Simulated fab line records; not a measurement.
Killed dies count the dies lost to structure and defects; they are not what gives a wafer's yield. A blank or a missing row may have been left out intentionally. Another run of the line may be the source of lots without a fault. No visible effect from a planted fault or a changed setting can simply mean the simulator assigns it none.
Commonality check across tools / flow gf180mcu / Sample size 12 lots and 36 wafers

== WHAT PROMPTED THE OPENING ==
At GF_HV_LDD_CD_MEAS_46 the reading cdNm is flagged on 2 of 12 lots. Wafers without a fault read 400.3 nm, standard deviation 2.6.
Rule: a lot gets a flag if all its wafers with a number sit over 4 standard deviations from that mean, or if no wafer of it has a number. As for the other lots, they are considered sound.

lot=L701; measured=day 13 07:48; on=cdSem-02; cdNm (nm), wafer by wafer=400.9 400.5 401.2; flag=
lot=L702; measured=day 13 09:49; on=cdSem-02; cdNm (nm), wafer by wafer=397.2 396.3 398.5; flag=
lot=L704; measured=day 14 01:39; on=cdSem-01; cdNm (nm), wafer by wafer=403.6 403.9 403.4; flag=
lot=L706; measured=day 14 04:28; on=cdSem-01; cdNm (nm), wafer by wafer=401.3 402.2 401.4; flag=
lot=L708; measured=day 14 19:44; on=cdSem-02; cdNm (nm), wafer by wafer=401.5 400.3 399.7; flag=
lot=L714; measured=day 16 21:37; on=cdSem-02; cdNm (nm), wafer by wafer=559.2 560.7 560.2; flag=FLAGGED
lot=L715; measured=day 17 04:07; on=cdSem-02; cdNm (nm), wafer by wafer=559.1 560.0 562.8; flag=FLAGGED
lot=L719; measured=day 18 20:26; on=cdSem-01; cdNm (nm), wafer by wafer=406.0 405.3 406.2; flag=
lot=L720; measured=day 19 03:44; on=cdSem-01; cdNm (nm), wafer by wafer=398.8 399.7 401.8; flag=
lot=L721; measured=day 19 15:43; on=cdSem-02; cdNm (nm), wafer by wafer=400.6 401.1 401.6; flag=
lot=L722; measured=day 19 16:04; on=cdSem-01; cdNm (nm), wafer by wafer=395.7 395.3 395.4; flag=
lot=L723; measured=day 19 23:47; on=cdSem-01; cdNm (nm), wafer by wafer=398.7 400.0 399.3; flag=
On average the flagged lots' numbers are 560.3 nm, which is +160.0 nm against the usual, or +62 standard deviations.

== EACH LOT AND THE TOOL IT RAN ON ==
The record holds 2 process steps before the reading, out of a route of 602 steps. In each cell: the tool, then ch and the chambers that the sampled wafers went through, then the start.
lot=L701; flag=; GF_HV_LDD_STRIP_37=plasmaAsher-02 ch 0,1, day 12 12:10; GF_HV_LDD_COAT_41=lithoTrack-02 ch 0, day 12 21:18
lot=L702; flag=; GF_HV_LDD_STRIP_37=plasmaAsher-03 ch 0,1, day 12 14:13; GF_HV_LDD_COAT_41=lithoTrack-03 ch 0, day 12 23:31
lot=L704; flag=; GF_HV_LDD_STRIP_37=plasmaAsher-04 ch 1, day 13 04:58; GF_HV_LDD_COAT_41=lithoTrack-02 ch 0, day 13 14:57
lot=L706; flag=; GF_HV_LDD_STRIP_37=plasmaAsher-03 ch 0,1, day 13 08:53; GF_HV_LDD_COAT_41=lithoTrack-02 ch 0, day 13 18:14
lot=L708; flag=; GF_HV_LDD_STRIP_37=plasmaAsher-04 ch 0,1, day 13 23:14; GF_HV_LDD_COAT_41=lithoTrack-03 ch 0, day 14 09:28
lot=L714; flag=FLAGGED; GF_HV_LDD_STRIP_37=plasmaAsher-03 ch 0, day 15 23:37; GF_HV_LDD_COAT_41=lithoTrack-01 ch 0, day 16 10:13
lot=L715; flag=FLAGGED; GF_HV_LDD_STRIP_37=plasmaAsher-02 ch 0,1, day 16 05:35; GF_HV_LDD_COAT_41=lithoTrack-01 ch 0, day 16 16:52
lot=L719; flag=; GF_HV_LDD_STRIP_37=plasmaAsher-02 ch 1, day 17 21:09; GF_HV_LDD_COAT_41=lithoTrack-02 ch 0, day 18 08:27
lot=L720; flag=; GF_HV_LDD_STRIP_37=plasmaAsher-02 ch 0, day 18 03:29; GF_HV_LDD_COAT_41=lithoTrack-03 ch 0, day 18 15:16
lot=L721; flag=; GF_HV_LDD_STRIP_37=plasmaAsher-04 ch 0,1, day 18 15:04; GF_HV_LDD_COAT_41=lithoTrack-02 ch 0, day 19 03:19
lot=L722; flag=; GF_HV_LDD_STRIP_37=plasmaAsher-02 ch 0,1, day 18 16:21; GF_HV_LDD_COAT_41=lithoTrack-02 ch 0, day 19 04:15
lot=L723; flag=; GF_HV_LDD_STRIP_37=plasmaAsher-03 ch 1, day 19 00:10; GF_HV_LDD_COAT_41=lithoTrack-03 ch 0, day 19 11:52
These steps, and what they do:
- GF_HV_LDD_STRIP_37: strips in O2/N2.
- GF_HV_LDD_COAT_41: resist thk 1000 nm.
- GF_HV_LDD_CD_MEAS_46: target cd 400 nm.

== FLAGGED AGAINST TOTAL, ONE TOOL AT A TIME (gauges that did the reading follow at the end) ==
step=GF_HV_LDD_STRIP_37; tool=plasmaAsher-02; lots run=5; flagged=1; share of the flagged lots=some; sound lots run after its first flagged lot=3 (L719,L720,L722)
step=GF_HV_LDD_STRIP_37; tool=plasmaAsher-03; lots run=4; flagged=1; share of the flagged lots=some; sound lots run after its first flagged lot=1 (L723)
step=GF_HV_LDD_STRIP_37; tool=plasmaAsher-04; lots run=3; flagged=0; share of the flagged lots=none; sound lots run after its first flagged lot=-
step=GF_HV_LDD_COAT_41; tool=lithoTrack-01; lots run=2; flagged=2; share of the flagged lots=all; sound lots run after its first flagged lot=0
step=GF_HV_LDD_COAT_41; tool=lithoTrack-02; lots run=6; flagged=0; share of the flagged lots=none; sound lots run after its first flagged lot=-
step=GF_HV_LDD_COAT_41; tool=lithoTrack-03; lots run=4; flagged=0; share of the flagged lots=none; sound lots run after its first flagged lot=-
step=GF_HV_LDD_CD_MEAS_46; tool=cdSem-01; lots run=6; flagged=0; share of the flagged lots=none; sound lots run after its first flagged lot=-
step=GF_HV_LDD_CD_MEAS_46; tool=cdSem-02; lots run=6; flagged=2; share of the flagged lots=all; sound lots run after its first flagged lot=1 (L721)

== THE TABLE: WHAT IT ALLOWS ==
lithoTrack-01 at GF_HV_LDD_COAT_41 and cdSem-02 at GF_HV_LDD_CD_MEAS_46 are the 2 rows of the table that ran each flagged lot.
- lithoTrack-01 at GF_HV_LDD_COAT_41: 2 of its 2 lots flagged. Because this sample shows no sound lot run on it before its first flagged lot, the start cannot be pinned down more closely.
- cdSem-02 at GF_HV_LDD_CD_MEAS_46: 2 of its 6 lots flagged. After the first flagged lot (L721), sound lots still ran on it; a lasting fault on the whole tool would not permit that.
Just one tool remains: lithoTrack-01 at GF_HV_LDD_COAT_41.

== WHAT THE SIMULATOR HAD PUT IN ==
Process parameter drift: lithoTrack-01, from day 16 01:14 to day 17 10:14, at GF_HV_LDD_COAT_41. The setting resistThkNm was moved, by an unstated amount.
Lots struck among those shown: L714, L715. The same result came from the rule above.
